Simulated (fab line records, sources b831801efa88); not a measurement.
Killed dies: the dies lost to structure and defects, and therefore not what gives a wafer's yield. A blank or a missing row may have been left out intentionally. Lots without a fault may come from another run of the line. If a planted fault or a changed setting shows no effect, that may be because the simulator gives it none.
Chamber matching -- flow sky130 -- SKY_POLY_GATE_ETCH_17 on rie-si-01: 4 sister chambers
The step etches poly-Si in HBr/Cl2, stops on SiO2, target depth 180 nm, time 70.5 s. 8 wafers are shown with their chamber, then 7 later ones without.

## WAFERS PAIRED WITH THEIR CHAMBERS
wafer,chamber,oes-product-au (a.u.),bias-w (W)
L126.1,1,0.985,100.0
L140.2,1,0.983,100.3
L140.4,0,0.988,100.3
L142.3,3,0.991,99.8
L142.5,3,0.988,99.9
L142.6,2,0.974,100.0
L144.1,2,0.978,100.2
L144.2,0,0.988,100.1

## WAFERS WITHOUT THEIR CHAMBER
wafer,oes-product-au (a.u.),bias-w (W)
L144.6,0.978,100.4
L145.1,0.983,99.5
L145.4,0.992,99.9
L145.6,0.979,99.6
L146.3,0.973,100.3
L146.5,0.983,100.2
L146.6,0.973,100.3

## THE CHAMBER EACH PASSED THROUGH
wafer,from the rows above,in truth
L144.6,can't be placed: 2 or 1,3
L145.1,can't be placed: 3 or 1 or 0 or 2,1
L145.4,can't be placed: 3 or 0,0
L145.6,can't be placed: 2 or 1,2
L146.3,2,2
L146.5,1,1
L146.6,2,2
3 of 7 placed correctly. Can't be placed from these rows: 4 (the true chamber is among the candidates in 3). Placed wrongly: 0.
How it was worked out, from the rows above alone: a wafer's distance from a chamber is the root of the sum, over the readings, of the square of ((its reading less the chamber's mean) divided by the reading's scatter). If the next closest chamber is less than 2 further off than the closest, the wafer can't be placed; otherwise it belongs to the closest. The mean given for a chamber averages the wafers shown for that chamber. The scatter is the square root of a quotient: the sum, over the shown wafers, of each reading's squared deviation from its chamber's mean, divided by wafers minus chambers.
